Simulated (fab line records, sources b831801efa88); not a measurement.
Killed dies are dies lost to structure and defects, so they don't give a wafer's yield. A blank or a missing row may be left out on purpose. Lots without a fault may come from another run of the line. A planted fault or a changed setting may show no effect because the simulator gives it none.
fab line records | flow sky130
record lots=13 wafers=38 last_day=50
route steps=708 shown VIA2@529 METAL3@533 CAPM@538 PAD_OPEN@708
lots that met no fault: from a run of the same line without faults
start_h: hours from the record's first day to the start of the lot's first wafer shown | wait_h: hours since the lot's step before | " the same as in the row above | L1.1+2: a row that stands for several wafers | - no value, or no start given | * or withheld: withheld | < > ~ a bound
route shown NAME@n: a module of which the file shows steps, and the number in the route of the first | usual: mean/standard deviation of fault-free wafers | same: alike in all rows | chamber/n: place in a boat | sites: the reading at each site | _std_site: their standard deviation | _edge_site: outer sites' mean less inner sites' | radius_mm: how far each site lies from the wafer's centre | mask NAME#n: copy n | behind: the tool/chamber that last shaped the wafer | hold: why the lot was held/for how many hours/how that ended | device: the transistor (n, p or np) that didn't switch | end of line: the same wafers' tests at the end of the route | a step without rows: its recipe alone | killed: dies lost to structure and defects at the first sort, not the wafer's yield | map: a wafer's dies, x killed, . not, _ none there
set.NAME: the setting as run; set.NAME@STEP: as run at that earlier step | model.NAME: the simulator's own value behind a step, which no gauge read
steps of the route over a sample of lots; a table a step, a row a wafer
services: from which hour (start_h, from the record's first day; less than 0 if before it) a tool's chamber was out of use, for how many hours, and why
## steps
# step SKY_VIA2_RS_MEAS_22
# recipe thk_meas_gauge=four-point-probe reads=W_of_VIA2_CVD_21+TiN_of_VIA2_SPUTTER_20
# usual VIA2_W_RS=0.274/0.0044
# columns lot.wafer tool chamber start_h wait_h VIA2_W_RS[ohm/sq]
L781.1 film_metro-03 - 839.77 0.1 0.273
L781.4 " - " " 0.282
L781.6 " - " " 0.275
L787.2 film_metro-03 - 898.30 0.1 0.275
L787.4 " - " " 0.270
L789.1 film_metro-03 - 911.32 0.1 0.270
L789.2 " - " " 0.276
L789.4 " - " " 0.274
L790.2 film_metro-03 - 916.70 0.1 0.276
L790.5 " - " " 0.277
L790.6 " - " " 0.273
L794.1 film_metro-01 - 951.62 0.1 0.277
L794.2 " - " " 0.274
L794.5 " - " " 0.272
L795.1 film_metro-01 - 955.17 0.1 0.277
L795.2 " - " " 0.283
L795.3 " - " " 0.278
L796.2 film_metro-04 - 967.23 0.1 0.279
L796.4 " - " " 0.276
L796.5 " - " " 0.279
L798.2 film_metro-01 - 974.14 0.1 0.284
L798.3 " - " " 0.277
L798.4 " - " " 0.276
L799.3 film_metro-03 - 982.22 0.1 0.265
L799.4 " - " " 0.275
L799.6 " - " " 0.268
L800.1 film_metro-03 - 986.95 0.1 0.275
L800.2 " - " " 0.276
L800.4 " - " " 0.275
L801.1 film_metro-03 - 991.70 0.1 0.274
L801.2 " - " " 0.271
L801.4 " - " " 0.265
L802.3 film_metro-03 - 996.57 0.1 0.269
L802.5 " - " " 0.271
L802.6 " - " " 0.273
L804.1 film_metro-03 - 1010.27 0.1 0.278
L804.3 " - " " 0.274
L804.6 " - " " 0.275
# step SKY_VIA2_THK_MEAS_23
# recipe thk_meas_gauge=xrf reads=W_of_VIA2_CVD_21
# usual VIA2_W_THK=431/9.5
# columns lot.wafer tool chamber start_h wait_h VIA2_W_THK[nm]
L781.1 film_metro-03 - 839.89 0.1 431
L781.4 " - " " 418
L781.6 " - " " 429
L787.2 film_metro-03 - 898.41 0.1 424
L787.4 " - " " 431
L789.1 film_metro-03 - 911.44 0.1 432
L789.2 " - " " 421
L789.4 " - " " 426
L790.2 film_metro-03 - 916.81 0.1 425
L790.5 " - " " 425
L790.6 " - " " 430
L794.1 film_metro-01 - 951.74 0.1 420
L794.2 " - " " 425
L794.5 " - " " 428
L795.1 film_metro-01 - 955.29 0.1 420
L795.2 " - " " 410
L795.3 " - " " 420
L796.2 film_metro-04 - 967.34 0.1 421
L796.4 " - " " 427
L796.5 " - " " 420
L798.2 film_metro-01 - 974.25 0.1 408
L798.3 " - " " 420
L798.4 " - " " 421
L799.3 film_metro-03 - 982.32 0.1 449
L799.4 " - " " 436
L799.6 " - " " 444
L800.1 film_metro-03 - 987.07 0.1 437
L800.2 " - " " 435
L800.4 " - " " 436
L801.1 film_metro-03 - 991.82 0.1 439
L801.2 " - " " 446
L801.4 " - " " 452
L802.3 film_metro-03 - 996.67 0.1 448
L802.5 " - " " 443
L802.6 " - " " 442
L804.1 film_metro-03 - 1010.39 0.1 430
L804.3 " - " " 434
L804.6 " - " " 434
# step SKY_METAL3_SPUTTER_01
# recipe material=TiN target_thk_nm=20 power_w=6500 time_s=16.26 chamber_pressure_pa=0.4
# usual throttle_valve_pct=29.3/0.92
# columns lot.wafer tool chamber start_h wait_h throttle_valve_pct
L781.1 pvd_sputter-03 - 840.27 0.0 31.4
L781.4 " - " " 30.3
L781.6 " - " " 31.4
L787.2 pvd_sputter-02 - 898.78 0.0 27.4
L787.4 " - " " 29.3
L789.1 pvd_sputter-02 - 911.82 0.0 29.8
L789.2 " - " " 27.7
L789.4 " - " " 29.8
L790.2 pvd_sputter-02 - 917.18 0.0 29.8
L790.5 " - " " 27.5
L790.6 " - " " 29.2
L794.1 pvd_sputter-04 - 952.12 0.0 28.7
L794.2 " - " " 29.1
L794.5 " - " " 28.6
L795.1 pvd_sputter-03 - 955.67 0.0 31.4
L795.2 " - " " 29.7
L795.3 " - " " 28.8
L796.2 pvd_sputter-02 - 967.71 0.0 29.5
L796.4 " - " " 28.8
L796.5 " - " " 29.6
L798.2 pvd_sputter-02 - 974.63 0.0 29.5
L798.3 " - " " 27.7
L798.4 " - " " 29.6
L799.3 pvd_sputter-04 - 982.68 0.0 29.6
L799.4 " - " " 30.1
L799.6 " - " " 29.0
L800.1 pvd_sputter-04 - 987.56 0.0 30.2
L800.2 " - " " 28.9
L800.4 " - " " 28.8
L801.1 pvd_sputter-02 - 992.20 0.0 29.6
L801.2 " - " " 29.7
L801.4 " - " " 29.1
L802.3 pvd_sputter-02 - 997.04 0.0 28.9
L802.5 " - " " 29.3
L802.6 " - " " 27.5
L804.1 pvd_sputter-02 - 1010.77 0.0 27.4
L804.3 " - " " 29.5
L804.6 " - " " 29.7
# step SKY_CAPM_THK_MEAS_01
# recipe reads=SiO2_of_CAPM_CVD_00
# usual CAPM_CVD_00_THK=15.48/0.19
# columns lot.wafer tool chamber start_h wait_h CAPM_CVD_00_THK[nm]
L781.1 film_metro-02 - 840.43 - 15.21
L781.4 " - " " 15.82
L781.6 " - " " 15.48
L787.2 film_metro-02 - 898.96 - 16.05
L787.4 " - " " 16.47
L789.1 film_metro-02 - 911.97 - 15.95
L789.2 " - " " 16.20
L789.4 " - " " 16.47
L790.2 film_metro-02 - 917.36 - 16.18
L790.5 " - " " 16.14
L790.6 " - " " 16.39
L794.1 film_metro-01 - 952.28 - 15.43
L794.2 " - " " 15.42
L794.5 " - " " 15.42
L795.1 film_metro-03 - 955.83 - 15.17
L795.2 " - " " 15.26
L795.3 " - " " 14.85
L796.2 film_metro-01 - 967.87 - 15.32
L796.4 " - " " 15.38
L796.5 " - " " 15.44
L798.2 film_metro-03 - 974.80 - 15.44
L798.3 " - " " 15.38
L798.4 " - " " 15.56
L799.3 film_metro-01 - 982.87 - 15.72
L799.4 " - " " 15.65
L799.6 " - " " 15.61
L800.1 film_metro-01 - 987.71 - 15.43
L800.2 " - " " 15.56
L800.4 " - " " 15.63
L801.1 film_metro-03 - 992.35 - 15.38
L801.2 " - " " 15.15
L801.4 " - " " 15.50
L802.3 film_metro-03 - 997.22 - 15.30
L802.5 " - " " 15.46
L802.6 " - " " 15.46
L804.1 film_metro-03 - 1010.92 - 15.38
L804.3 " - " " 15.19
L804.6 " - " " 15.62
# step SKY_PAD_OPEN_PROBE_99
# usual defect_limited_yield=82.2/2.2 killed_at_M0_to_M3=45/7.1 killed_at_M4_up=3.0/1.8 killed_at_contacts=24/5.4 killed_at_front_end=16/4.9 killed_at_other=0.3/0.63 killed_dies=88/11 killed_open=47/7.4 killed_short=40/7 sort_bin_3_pad_short=1.0/0.43 sort_bin_5_function=10.6/1.7 sort_bin_6_memory=6.3/1.1 sort_n_pass=404/11 sort_yield_pct=82.2/2.2
# same gross_dies=492 killed_at_back_side=0 sort_bin_4_leakage[%]=0 sort_bin_8_speed[%]=0
# columns lot.wafer tool chamber start_h wait_h defect_limited_yield[%] killed_at_M0_to_M3 killed_at_M4_up killed_at_contacts killed_at_front_end killed_at_other killed_dies killed_open killed_short sort_bin_3_pad_short[%] sort_bin_5_function[%] sort_bin_6_memory[%] sort_n_pass sort_yield_pct[%]
L781.1 prober-01 - 1066.66 0.1 83.5 40 4 23 14 0 81 43 37 0.6 9.3 6.5 411 83.5
L781.4 prober-01 - 1066.81 0.2 76.6 57 4 30 24 0 115 67 47 1.2 13.0 9.1 377 76.6
L781.6 prober-01 - 1066.91 0.2 78.3 58 4 24 21 0 107 56 50 1.2 13.8 6.7 385 78.3
L787.2 prober-01 - 1112.83 0.1 84.8 40 2 15 18 0 75 48 26 0.8 10.0 4.5 417 84.8
L787.4 prober-01 - 1112.93 0.2 80.7 43 3 29 19 1 95 46 48 1.4 11.4 6.5 397 80.7
L789.1 prober-02 - 1125.62 0.1 85.4 40 1 18 13 0 72 41 31 0.2 8.9 5.5 420 85.4
L789.2 prober-02 - 1125.67 0.1 81.9 44 1 21 23 0 89 45 44 0.6 10.8 6.7 403 81.9
L789.4 prober-02 - 1125.77 0.2 83.1 45 3 25 10 0 83 46 36 1.4 10.4 5.1 409 83.1
L790.2 prober-02 - 1129.13 0.1 83.1 47 4 22 10 0 83 50 33 0.8 10.6 5.5 409 83.1
L790.5 prober-02 - 1129.28 0.2 82.5 49 1 15 20 1 86 43 43 1.2 10.0 6.3 406 82.5
L790.6 prober-02 - 1129.33 0.2 84.8 42 5 21 7 0 75 41 34 0.6 9.6 5.1 417 84.8
L794.1 prober-02 - 1155.00 0.1 83.5 43 1 20 17 0 81 41 40 0.8 9.1 6.5 411 83.5
L794.2 prober-02 - 1155.05 0.1 83.5 39 3 24 14 1 81 45 36 0.8 9.8 5.9 411 83.5
L794.5 prober-02 - 1155.20 0.2 82.9 44 8 18 14 0 84 45 39 0.8 10.4 5.9 408 82.9
L795.1 prober-01 - 1156.12 0.1 83.7 43 2 28 7 0 80 46 34 1.2 10.4 4.7 412 83.7
L795.2 prober-01 - 1156.17 0.1 82.9 48 3 17 16 0 84 39 45 1.8 11.0 4.3 408 82.9
L795.3 prober-01 - 1156.22 0.2 83.3 40 2 31 9 0 82 47 35 0.4 11.4 4.9 410 83.3
L796.2 prober-02 - 1167.26 0.1 82.9 47 2 16 18 1 84 48 35 1.0 10.8 5.3 408 82.9
L796.4 prober-02 - 1167.36 0.2 82.3 45 5 20 16 1 87 47 39 0.8 9.3 7.5 405 82.3
L796.5 prober-02 - 1167.41 0.2 79.1 44 4 34 21 0 103 54 49 0.8 13.8 6.3 389 79.1
L798.2 prober-02 - 1173.25 0.1 82.1 52 5 22 9 0 88 43 44 1.6 11.0 5.3 404 82.1
L798.3 prober-02 - 1173.30 0.2 83.1 48 0 24 10 1 83 48 34 0.8 9.1 6.9 409 83.1
L798.4 prober-02 - 1173.35 0.2 81.5 52 5 16 18 0 91 45 46 0.6 10.4 7.5 401 81.5
L799.3 prober-01 - 1177.74 0.2 84.3 35 5 24 13 0 77 45 32 0.6 7.9 7.1 415 84.3
L799.4 prober-01 - 1177.79 0.2 85.8 35 2 23 10 0 70 43 27 0.6 8.9 4.7 422 85.8
L799.6 prober-01 - 1177.89 0.2 82.1 31 6 32 19 0 88 41 47 0.8 10.2 6.9 404 82.1
L800.1 prober-02 - 1182.20 0.1 79.3 49 1 33 19 0 102 54 48 0.6 13.6 6.5 390 79.3
L800.2 prober-02 - 1182.25 0.1 77.6 52 4 33 21 0 110 58 52 0.8 12.8 8.7 382 77.6
L800.4 prober-02 - 1182.35 0.2 79.9 38 2 36 21 2 99 54 44 1.2 9.3 9.6 393 79.9
L801.1 prober-01 - 1184.69 0.1 81.1 48 2 28 15 0 93 51 42 0.4 11.4 7.1 399 81.1
L801.2 prober-01 - 1184.74 0.1 82.9 36 3 34 10 1 84 48 36 1.4 10.6 5.1 408 82.9
L801.4 prober-01 - 1184.84 0.2 81.5 47 2 25 17 0 91 53 38 0.8 11.2 6.5 401 81.5
L802.3 prober-02 - 1188.51 0.2 79.7 46 5 25 24 0 100 52 48 1.4 12.6 6.3 392 79.7
L802.5 prober-02 - 1188.61 0.2 79.3 51 4 23 21 3 102 59 43 0.6 11.6 8.5 390 79.3
L802.6 prober-02 - 1188.66 0.2 81.5 36 3 24 28 0 91 52 39 1.0 10.0 7.5 401 81.5
L804.1 prober-02 - 1197.51 0.1 85.4 36 3 24 9 0 72 43 29 0.6 9.1 4.9 420 85.4
L804.3 prober-02 - 1197.61 0.2 78.7 52 2 31 19 1 105 51 54 1.2 11.0 9.1 387 78.7
L804.6 prober-02 - 1197.76 0.2 80.5 38 4 33 20 1 96 56 40 0.4 12.0 7.1 396 80.5
# killed by level:class
L781.1 VIA1:geometric_particle:open=10 CONTACT:geometric_particle:open=9 LI_CONTACT:geometric_particle:open=6 METAL1:geometric_particle:short=6 METAL2:geometric_particle:short=6 FIELD_ISO:geometric_particle:short=5 LI_CONTACT:geometric_particle:short=5 FIELD_ISO:geometric_particle:open=4
L781.4 CONTACT:geometric_particle:open=15 FIELD_ISO:geometric_particle:open=10 VIA3:geometric_particle:open=9 VIA1:geometric_particle:open=9 VIA2:geometric_particle:open=8 VIA3:geometric_particle:short=6 VIA1:geometric_particle:short=6 METAL2:geometric_particle:short=6
L781.6 VIA1:geometric_particle:open=19 FIELD_ISO:geometric_particle:short=8 CONTACT:geometric_particle:open=8 VIA1:geometric_particle:short=8 VIA3:geometric_particle:open=7 LI_CONTACT:geometric_particle:open=6 METAL1:geometric_particle:short=6 VIA2:geometric_particle:open=5
L787.2 VIA3:geometric_particle:open=10 CONTACT:geometric_particle:open=7 VIA1:geometric_particle:open=7 VIA1:geometric_particle:short=6 FIELD_ISO:geometric_particle:short=4 FIELD_ISO:geometric_particle:open=4 LI_CONTACT:geometric_particle:open=4 METAL2:geometric_particle:short=4
L787.4 VIA1:geometric_particle:open=10 CONTACT:geometric_particle:open=8 LI_CONTACT:geometric_particle:open=7 FIELD_ISO:geometric_particle:short=6 LI_CONTACT:geometric_particle:short=6 VIA3:geometric_particle:short=6 VIA3:geometric_particle:open=6 CONTACT:geometric_particle:short=5
L789.1 VIA1:geometric_particle:open=11 VIA3:geometric_particle:open=7 CONTACT:geometric_particle:open=7 FIELD_ISO:geometric_particle:short=6 VIA2:geometric_particle:open=5 VIA1:geometric_particle:short=4 LI_CONTACT:geometric_particle:open=4 CONTACT:geometric_particle:short=4
L789.2 CONTACT:geometric_particle:open=9 VIA1:geometric_particle:open=9 VIA2:geometric_particle:open=7 METAL3:geometric_particle:short=7 POLY_GATE:geometric_particle:short=6 FIELD_ISO:geometric_particle:short=5 METAL1:geometric_particle:short=5 LI_CONTACT:geometric_particle:open=5
L789.4 VIA1:geometric_particle:open=11 VIA3:geometric_particle:open=9 CONTACT:geometric_particle:open=7 LI_CONTACT:geometric_particle:open=7 VIA1:geometric_particle:short=7 METAL1:geometric_particle:short=6 VIA2:geometric_particle:open=5 FIELD_ISO:geometric_particle:open=4
L790.2 VIA1:geometric_particle:open=14 VIA3:geometric_particle:open=9 CONTACT:geometric_particle:open=8 LI_CONTACT:geometric_particle:open=7 METAL1:geometric_particle:short=5 METAL2:geometric_particle:short=4 POLY_GATE:geometric_particle:short=4 LOCAL_INTERCONNECT:geometric_particle:short=4
L790.5 METAL1:geometric_particle:short=9 VIA1:geometric_particle:open=8 METAL2:geometric_particle:short=7 VIA3:geometric_particle:open=7 FIELD_ISO:geometric_particle:short=6 VIA2:geometric_particle:open=6 POLY_GATE:geometric_particle:short=5 LOCAL_INTERCONNECT:geometric_particle:open=4
L790.6 VIA2:geometric_particle:open=11 VIA1:geometric_particle:open=9 CONTACT:geometric_particle:open=7 LI_CONTACT:geometric_particle:open=6 METAL1:geometric_particle:short=6 METAL2:geometric_particle:short=5 LOCAL_INTERCONNECT:geometric_particle:short=4 METAL4:geometric_particle:short=4
L794.1 LI_CONTACT:geometric_particle:open=11 VIA1:geometric_particle:open=10 METAL2:geometric_particle:short=8 CONTACT:geometric_particle:open=6 METAL1:geometric_particle:short=6 VIA1:geometric_particle:short=6 POLY_GATE:geometric_particle:short=5 METAL3:geometric_particle:short=4
L794.2 CONTACT:geometric_particle:open=12 VIA1:geometric_particle:open=10 VIA3:geometric_particle:open=8 CONTACT:geometric_particle:short=7 VIA2:geometric_particle:open=4 METAL1:geometric_particle:short=4 VIA1:geometric_particle:short=4 METAL2:geometric_particle:short=4
L794.5 VIA1:geometric_particle:short=8 VIA3:geometric_particle:open=8 CONTACT:geometric_particle:open=7 VIA1:geometric_particle:open=7 VIA2:geometric_particle:open=6 LI_CONTACT:geometric_particle:open=5 FIELD_ISO:geometric_particle:short=4 POLY_CUT:geometric_particle:short=4
L795.1 CONTACT:geometric_particle:open=13 VIA1:geometric_particle:open=10 METAL2:geometric_particle:short=6 VIA3:geometric_particle:open=6 LI_CONTACT:geometric_particle:open=5 LOCAL_INTERCONNECT:geometric_particle:short=5 VIA1:geometric_particle:short=5 VIA2:geometric_particle:open=5
L795.2 VIA1:geometric_particle:open=12 METAL2:geometric_particle:short=9 VIA1:geometric_particle:short=7 LI_CONTACT:geometric_particle:open=5 CONTACT:geometric_particle:open=5 METAL1:geometric_particle:short=5 FIELD_ISO:geometric_particle:short=4 POLY_GATE:geometric_particle:short=4
L795.3 CONTACT:geometric_particle:open=11 VIA1:geometric_particle:open=9 LI_CONTACT:geometric_particle:open=7 CONTACT:geometric_particle:short=7 METAL2:geometric_particle:short=6 VIA2:geometric_particle:open=6 METAL3:geometric_particle:short=5 VIA3:geometric_particle:open=5
L796.2 VIA1:geometric_particle:open=14 VIA2:geometric_particle:open=9 FIELD_ISO:geometric_particle:open=6 LOCAL_INTERCONNECT:geometric_particle:short=5 VIA2:geometric_particle:short=5 VIA3:geometric_particle:open=5 POLY_GATE:geometric_particle:short=4 POLY_GATE:geometric_particle:open=4
L796.4 CONTACT:geometric_particle:open=11 VIA1:geometric_particle:open=10 VIA1:geometric_particle:short=9 POLY_GATE:geometric_particle:short=6 LI_CONTACT:geometric_particle:open=6 POLY_GATE:geometric_particle:open=5 METAL1:geometric_particle:short=5 VIA3:geometric_particle:open=5
L796.5 CONTACT:geometric_particle:open=11 LI_CONTACT:geometric_particle:open=10 CONTACT:geometric_particle:short=6 VIA2:geometric_particle:open=6 VIA1:geometric_particle:open=6 VIA3:geometric_particle:open=6 FIELD_ISO:geometric_particle:short=5 LOCAL_INTERCONNECT:geometric_particle:short=5
L798.2 VIA1:geometric_particle:open=13 VIA3:geometric_particle:short=9 VIA2:geometric_particle:open=8 CONTACT:geometric_particle:short=7 VIA1:geometric_particle:short=6 LI_CONTACT:geometric_particle:open=5 METAL1:geometric_particle:short=5 CONTACT:geometric_particle:open=5
L798.3 VIA1:geometric_particle:open=12 LI_CONTACT:geometric_particle:open=9 CONTACT:geometric_particle:open=9 VIA1:geometric_particle:short=8 VIA3:geometric_particle:open=7 VIA3:geometric_particle:short=5 VIA2:geometric_particle:open=4 METAL1:geometric_particle:short=4
L798.4 VIA1:geometric_particle:open=18 METAL1:geometric_particle:short=7 VIA1:geometric_particle:short=6 FIELD_ISO:geometric_particle:short=5 POLY_GATE:geometric_particle:short=5 VIA3:geometric_particle:open=5 LI_CONTACT:geometric_particle:open=5 VIA2:geometric_particle:short=5
L799.3 VIA1:geometric_particle:open=8 VIA3:geometric_particle:open=8 CONTACT:geometric_particle:open=7 LI_CONTACT:geometric_particle:open=6 VIA2:geometric_particle:open=5 POLY_GATE:geometric_particle:short=4 SPACER:geometric_particle:short=4 LOCAL_INTERCONNECT:geometric_particle:short=4
L799.4 VIA1:geometric_particle:open=13 LI_CONTACT:geometric_particle:open=7 CONTACT:geometric_particle:open=6 FIELD_ISO:geometric_particle:open=4 LOCAL_INTERCONNECT:geometric_particle:short=4 VIA1:geometric_particle:short=4 VIA2:geometric_particle:open=4 FIELD_ISO:geometric_particle:short=3
L799.6 CONTACT:geometric_particle:open=11 FIELD_ISO:geometric_particle:short=7 LI_CONTACT:geometric_particle:open=6 LOCAL_INTERCONNECT:geometric_particle:short=6 VIA1:geometric_particle:open=6 METAL3:geometric_particle:short=6 FIELD_ISO:geometric_particle:open=4 POLY_GATE:geometric_particle:short=4
L800.1 VIA1:geometric_particle:open=14 CONTACT:geometric_particle:open=11 CONTACT:geometric_particle:short=8 METAL2:geometric_particle:short=7 LI_CONTACT:geometric_particle:short=5 LI_CONTACT:geometric_particle:open=5 VIA2:geometric_particle:open=5 FIELD_ISO:geometric_particle:short=4
L800.2 VIA1:geometric_particle:open=13 CONTACT:geometric_particle:open=11 METAL2:geometric_particle:short=9 METAL1:geometric_particle:short=9 FIELD_ISO:geometric_particle:open=8 LI_CONTACT:geometric_particle:open=8 VIA2:geometric_particle:open=8 LI_CONTACT:geometric_particle:short=6
L800.4 CONTACT:geometric_particle:open=16 VIA1:geometric_particle:open=8 METAL2:geometric_particle:short=7 CONTACT:geometric_particle:short=6 LI_CONTACT:geometric_particle:open=6 FIELD_ISO:geometric_particle:short=5 LOCAL_INTERCONNECT:geometric_particle:short=5 METAL1:geometric_particle:short=5
L801.1 CONTACT:geometric_particle:open=13 VIA2:geometric_particle:open=11 VIA1:geometric_particle:open=9 METAL1:geometric_particle:short=8 LI_CONTACT:geometric_particle:open=6 METAL2:geometric_particle:short=5 VIA3:geometric_particle:open=5 FIELD_ISO:geometric_particle:short=3
L801.2 CONTACT:geometric_particle:open=14 CONTACT:geometric_particle:short=8 VIA1:geometric_particle:open=8 LI_CONTACT:geometric_particle:open=6 VIA3:geometric_particle:short=5 METAL2:geometric_particle:short=4 VIA2:geometric_particle:short=4 FIELD_ISO:geometric_particle:open=3
L801.4 VIA2:geometric_particle:open=11 VIA1:geometric_particle:open=9 VIA2:geometric_particle:short=8 CONTACT:geometric_particle:open=8 FIELD_ISO:geometric_particle:open=6 CONTACT:geometric_particle:short=6 VIA3:geometric_particle:open=6 LI_CONTACT:geometric_particle:short=4
L802.3 VIA1:geometric_particle:open=11 POLY_GATE:geometric_particle:short=9 LI_CONTACT:geometric_particle:open=7 VIA3:geometric_particle:open=7 LOCAL_INTERCONNECT:geometric_particle:short=6 FIELD_ISO:geometric_particle:short=5 VIA3:geometric_particle:short=5 VIA1:geometric_particle:short=5
L802.5 VIA1:geometric_particle:open=18 LI_CONTACT:geometric_particle:open=9 CONTACT:geometric_particle:open=7 VIA2:geometric_particle:open=7 METAL2:geometric_particle:short=6 VIA2:geometric_particle:short=6 FIELD_ISO:geometric_particle:open=5 VIA3:geometric_particle:open=5
L802.6 VIA1:geometric_particle:open=12 CONTACT:geometric_particle:open=11 FIELD_ISO:geometric_particle:open=10 POLY_GATE:geometric_particle:short=6 POLY_GATE:geometric_particle:open=5 VIA3:geometric_particle:open=5 SONOS_ONO:geometric_particle:short=4 VIA2:geometric_particle:open=4
L804.1 VIA1:geometric_particle:open=11 VIA2:geometric_particle:open=8 LI_CONTACT:geometric_particle:open=8 CONTACT:geometric_particle:open=7 CONTACT:geometric_particle:short=6 METAL2:geometric_particle:short=4 VIA3:geometric_particle:open=4 FIELD_ISO:geometric_particle:short=3
L804.3 CONTACT:geometric_particle:open=9 VIA2:geometric_particle:open=8 FIELD_ISO:geometric_particle:open=7 VIA3:geometric_particle:short=7 VIA1:geometric_particle:open=7 LI_CONTACT:geometric_particle:short=6 LI_CONTACT:geometric_particle:open=6 CONTACT:geometric_particle:short=6
L804.6 CONTACT:geometric_particle:open=13 VIA1:geometric_particle:open=8 VIA3:geometric_particle:open=8 LOCAL_INTERCONNECT:geometric_particle:short=6 VIA2:geometric_particle:open=6 POLY_GATE:geometric_particle:open=5 LI_CONTACT:geometric_particle:open=5 FIELD_ISO:geometric_particle:short=4
## services
# columns tool chamber start_h hours kind
pvd_sputter-04 - 816.81 1.2 repair
pvd_sputter-02 - 849.06 1.5 repair
pvd_sputter-04 - 851.12 7.5 repair
pvd_sputter-03 - 891.68 1.9 repair
pvd_sputter-02 - 930.75 5.9 repair
pvd_sputter-04 - 943.24 5.2 repair
pvd_sputter-04 - 945.85 2.0 repair
pvd_sputter-02 - 970.92 0.8 repair
## key
first_sign step=SKY_CAPM_THK_MEAS_01 reading=CAPM_CVD_00_THK direction=up sigmas=3.9 usual=15.48 struck=16.23
effect none on later readings
met_at SKY_CAPM_THK_MEAS_01
struck_lots L787,L789,L790
not_acting_at SKY_VIA2_RS_MEAS_22,SKY_VIA2_THK_MEAS_23,SKY_METAL3_SPUTTER_01
onset_between 840.43 898.96
fault kind=metrology_matching_offset tool=film_metro-02 chamber=- onset_h=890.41 steps=SKY_CAPM_THK_MEAS_01 param=thk_nm offset=0.76475
